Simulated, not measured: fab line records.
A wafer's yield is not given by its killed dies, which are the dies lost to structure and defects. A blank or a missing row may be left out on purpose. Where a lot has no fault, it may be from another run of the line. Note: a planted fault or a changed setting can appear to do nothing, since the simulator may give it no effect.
The tool behind it: which one? / flow gf180mcu / Sampling: 14 lots, 42 wafers, 3 of 602 route steps

WHAT THE GAUGES SHOWED, per wafer
GF_CONTACT_THK_MEAS_03. Usual: CONTACT_CVD_02_THK typically reads 856 nm, with standard deviation 14.
lot=L594; measured=day 14 20:56; on=filmMetro-04; CONTACT_CVD_02_THK (nm)=854 849 852; flag=
lot=L595; measured=day 15 07:18; on=filmMetro-03; CONTACT_CVD_02_THK (nm)=850 851 856; flag=
lot=L596; measured=day 16 17:47; on=filmMetro-03; CONTACT_CVD_02_THK (nm)=847 849 832; flag=
lot=L597; measured=day 16 23:13; on=filmMetro-03; CONTACT_CVD_02_THK (nm)=862 867 875; flag=
lot=L599; measured=day 16 23:55; on=filmMetro-03; CONTACT_CVD_02_THK (nm)=870 881 864; flag=
lot=L600; measured=day 17 07:43; on=filmMetro-01; CONTACT_CVD_02_THK (nm)=858 867 858; flag=
lot=L601; measured=day 17 21:41; on=filmMetro-04; CONTACT_CVD_02_THK (nm)=865 879 872; flag=
lot=L609; measured=day 20 18:05; on=filmMetro-04; CONTACT_CVD_02_THK (nm)=844 852 856; flag=
lot=L610; measured=day 21 04:02; on=filmMetro-03; CONTACT_CVD_02_THK (nm)=866 847 838; flag=
lot=L611; measured=day 21 07:40; on=filmMetro-01; CONTACT_CVD_02_THK (nm)=839 839 846; flag=
lot=L613; measured=day 22 01:01; on=filmMetro-04; CONTACT_CVD_02_THK (nm)=862 859 845; flag=
lot=L614; measured=day 22 12:01; on=filmMetro-01; CONTACT_CVD_02_THK (nm)=839 860 859; flag=
lot=L616; measured=day 22 23:37; on=filmMetro-01; CONTACT_CVD_02_THK (nm)=844 869 860; flag=
lot=L617; measured=day 23 08:47; on=filmMetro-03; CONTACT_CVD_02_THK (nm)=848 847 847; flag=

GF_CONTACT_RS_MEAS_25: a four-point-probe measurement. Usual: CONTACT_W_RS typically reads 0.385 ohm/sq, with standard deviation 0.0036.
lot=L594; measured=day 15 19:24; on=filmMetro-04; CONTACT_W_RS (ohm/sq)=0.380 0.383 0.381; flag=
lot=L595; measured=day 16 06:35; on=filmMetro-03; CONTACT_W_RS (ohm/sq)=0.389 0.388 0.385; flag=
lot=L596; measured=day 17 17:02; on=filmMetro-03; CONTACT_W_RS (ohm/sq)=0.378 0.382 0.381; flag=
lot=L597; measured=day 17 22:43; on=filmMetro-03; CONTACT_W_RS (ohm/sq)=0.382 0.387 0.388; flag=
lot=L599; measured=day 17 23:33; on=filmMetro-03; CONTACT_W_RS (ohm/sq)=0.385 0.382 0.379; flag=
lot=L600; measured=day 18 07:54; on=filmMetro-01; CONTACT_W_RS (ohm/sq)=0.383 0.384 0.383; flag=
lot=L601; measured=day 18 22:13; on=filmMetro-04; CONTACT_W_RS (ohm/sq)=0.383 0.386 0.378; flag=
lot=L609; measured=day 21 19:14; on=filmMetro-04; CONTACT_W_RS (ohm/sq)=0.388 0.392 0.387; flag=
lot=L610; measured=day 22 04:26; on=filmMetro-03; CONTACT_W_RS (ohm/sq)=0.385 0.385 0.386; flag=
lot=L611; measured=day 22 08:28; on=filmMetro-03; CONTACT_W_RS (ohm/sq)=0.387 0.392 0.383; flag=
lot=L613; measured=day 23 01:03; on=filmMetro-04; CONTACT_W_RS (ohm/sq)=0.384 0.386 0.388; flag=
lot=L614; measured=day 23 12:00; on=filmMetro-03; CONTACT_W_RS (ohm/sq)=0.386 0.391 0.384; flag=
lot=L616; measured=day 23 23:52; on=filmMetro-03; CONTACT_W_RS (ohm/sq)=0.383 0.385 0.382; flag=
lot=L617; measured=day 24 08:29; on=filmMetro-03; CONTACT_W_RS (ohm/sq)=0.384 0.379 0.382; flag=

EACH LOT AND THE TOOL THAT RAN IT (in order: tool; ch and the chambers of the sampled wafers; start)
lot=L594; GF_CONTACT_SPUTTER_23=pvdSputter-03, day 15 19:08
lot=L595; GF_CONTACT_SPUTTER_23=pvdSputter-02, day 16 06:25
lot=L596; GF_CONTACT_SPUTTER_23=pvdSputter-02, day 17 16:52
lot=L597; GF_CONTACT_SPUTTER_23=pvdSputter-04, day 17 22:34
lot=L599; GF_CONTACT_SPUTTER_23=pvdSputter-03, day 17 23:25
lot=L600; GF_CONTACT_SPUTTER_23=pvdSputter-04, day 18 07:46
lot=L601; GF_CONTACT_SPUTTER_23=pvdSputter-02, day 18 22:02
lot=L609; GF_CONTACT_SPUTTER_23=pvdSputter-02, day 21 19:04
lot=L610; GF_CONTACT_SPUTTER_23=pvdSputter-04, day 22 04:18
lot=L611; GF_CONTACT_SPUTTER_23=pvdSputter-04, day 22 08:18
lot=L613; GF_CONTACT_SPUTTER_23=pvdSputter-03, day 23 00:52
lot=L614; GF_CONTACT_SPUTTER_23=pvdSputter-04, day 23 11:50
lot=L616; GF_CONTACT_SPUTTER_23=pvdSputter-04, day 23 23:44
lot=L617; GF_CONTACT_SPUTTER_23=pvdSputter-03, day 24 08:21
- GF_CONTACT_SPUTTER_23: material TiN, target thk 10 nm, time 40 s.

AS READ BY THE TOOLS THEMSELVES (means over the sampled wafers that have a number; for cases with no such wafer, the mark the record gives instead)
GF_CONTACT_SPUTTER_23. Usual: cathodeDcPowerW 4000.0 W, standard deviation 0.66; throttleValvePct 29.9 %, standard deviation 0.75.
lot=L594; tool=pvdSputter-03; cathodeDcPowerW (W)=4000.8; throttleValvePct (%)=30.6; flag=
lot=L595; tool=pvdSputter-02; cathodeDcPowerW (W)=3999.8; throttleValvePct (%)=29.2; flag=
lot=L596; tool=pvdSputter-02; cathodeDcPowerW (W)=3999.8; throttleValvePct (%)=29.6; flag=
lot=L597; tool=pvdSputter-04; cathodeDcPowerW (W)=4000.1; throttleValvePct (%)=29.8; flag=
lot=L599; tool=pvdSputter-03; cathodeDcPowerW (W)=3999.9; throttleValvePct (%)=30.7; flag=
lot=L600; tool=pvdSputter-04; cathodeDcPowerW (W)=3999.9; throttleValvePct (%)=30.0; flag=
lot=L601; tool=pvdSputter-02; cathodeDcPowerW (W)=3999.9; throttleValvePct (%)=30.0; flag=
lot=L609; tool=pvdSputter-02; cathodeDcPowerW (W)=3999.5; throttleValvePct (%)=30.0; flag=
lot=L610; tool=pvdSputter-04; cathodeDcPowerW (W)=4000.1; throttleValvePct (%)=29.8; flag=
lot=L611; tool=pvdSputter-04; cathodeDcPowerW (W)=4000.5; throttleValvePct (%)=29.8; flag=
lot=L613; tool=pvdSputter-03; cathodeDcPowerW (W)=4000.1; throttleValvePct (%)=31.2; flag=
lot=L614; tool=pvdSputter-04; cathodeDcPowerW (W)=3999.9; throttleValvePct (%)=29.5; flag=
lot=L616; tool=pvdSputter-04; cathodeDcPowerW (W)=4000.3; throttleValvePct (%)=29.6; flag=
lot=L617; tool=pvdSputter-03; cathodeDcPowerW (W)=4000.1; throttleValvePct (%)=30.5; flag=

THE ANSWER, worked out from the rows above alone
Rule: a lot counts as off when the mean over its wafers that have a number is more than 3 standard deviations away from the usual mean. A lot without any number at a reading at which 4 lots or more have one is off too. The other lots that the step has rows for count as sound. Order of review: gauges by route order, followed by the tools' own readings, for which a lot's mean as printed above is used. At the first step where some lot is off, the reading lying furthest off is the one used; lots without a number count as furthest.
No lot is off at any reading shown: from this, nothing can be told.

WHAT HAD BEEN PUT IN BY THE SIMULATOR
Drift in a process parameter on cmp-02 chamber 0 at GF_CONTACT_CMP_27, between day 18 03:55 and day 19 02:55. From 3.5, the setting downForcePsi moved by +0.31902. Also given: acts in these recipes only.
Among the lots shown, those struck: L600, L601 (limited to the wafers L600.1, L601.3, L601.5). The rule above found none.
